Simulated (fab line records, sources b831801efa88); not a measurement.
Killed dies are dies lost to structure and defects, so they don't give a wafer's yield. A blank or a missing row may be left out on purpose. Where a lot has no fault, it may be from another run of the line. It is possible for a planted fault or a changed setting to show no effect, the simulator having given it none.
Chamber matching || flow gf180mcu || 4 sister chambers for GF_V2_CMP_04 on cmp-02
The step polishes SiO2. 4 wafers are shown with their chamber, then 9 later ones without.

## WAFERS PAIRED WITH THEIR CHAMBERS
{"wafer": "L375.4", "chamber": 1, "motor_current_A (A)": 12.8}
{"wafer": "L381.5", "chamber": 0, "motor_current_A (A)": 13.1}
{"wafer": "L382.1", "chamber": 3, "motor_current_A (A)": 12.4}
{"wafer": "L382.5", "chamber": 2, "motor_current_A (A)": 11.5}

## WAFERS MISSING THEIR CHAMBER
{"wafer": "L387.4", "motor_current_A (A)": 14.2}
{"wafer": "L387.5", "motor_current_A (A)": 11.2}
{"wafer": "L387.6", "motor_current_A (A)": 13.0}
{"wafer": "L391.1", "motor_current_A (A)": 13.6}
{"wafer": "L391.2", "motor_current_A (A)": 11.3}
{"wafer": "L391.6", "motor_current_A (A)": 14.1}
{"wafer": "L393.1", "motor_current_A (A)": 11.0}
{"wafer": "L393.2", "motor_current_A (A)": 13.2}
{"wafer": "L393.3", "motor_current_A (A)": 13.0}

## THE CHAMBER EACH PASSED THROUGH
{"wafer": "L387.4", "from the rows above": "can't be placed: 0 or 1 or 3", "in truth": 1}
{"wafer": "L387.5", "from the rows above": "can't be placed: 2 or 3", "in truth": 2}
{"wafer": "L387.6", "from the rows above": "can't be placed: 0 or 1 or 3", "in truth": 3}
{"wafer": "L391.1", "from the rows above": "can't be placed: 0 or 1 or 3", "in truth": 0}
{"wafer": "L391.2", "from the rows above": "can't be placed: 2 or 3", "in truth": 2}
{"wafer": "L391.6", "from the rows above": "can't be placed: 0 or 1 or 3", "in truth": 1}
{"wafer": "L393.1", "from the rows above": "can't be placed: 2 or 3", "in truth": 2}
{"wafer": "L393.2", "from the rows above": "can't be placed: 0 or 1 or 3", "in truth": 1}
{"wafer": "L393.3", "from the rows above": "can't be placed: 0 or 1 or 3", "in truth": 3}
Correctly placed: 0 of 9. Can't be placed from these rows: 9 (the true chamber is among the candidates in 9). Wrongly placed: 0.
How it was worked out, from the rows above alone: a wafer's distance from a chamber is the root of the sum, over the readings, of the square of ((its reading less the chamber's mean) divided by the reading's scatter). If the next closest chamber is less than 2 further off than the closest, the wafer can't be placed; otherwise it belongs to the closest. The mean given for a chamber averages the wafers shown for that chamber. The scatter: with one shown wafer a chamber, the root of the mean of the squares of how far each hidden wafer lies from its nearest shown one.
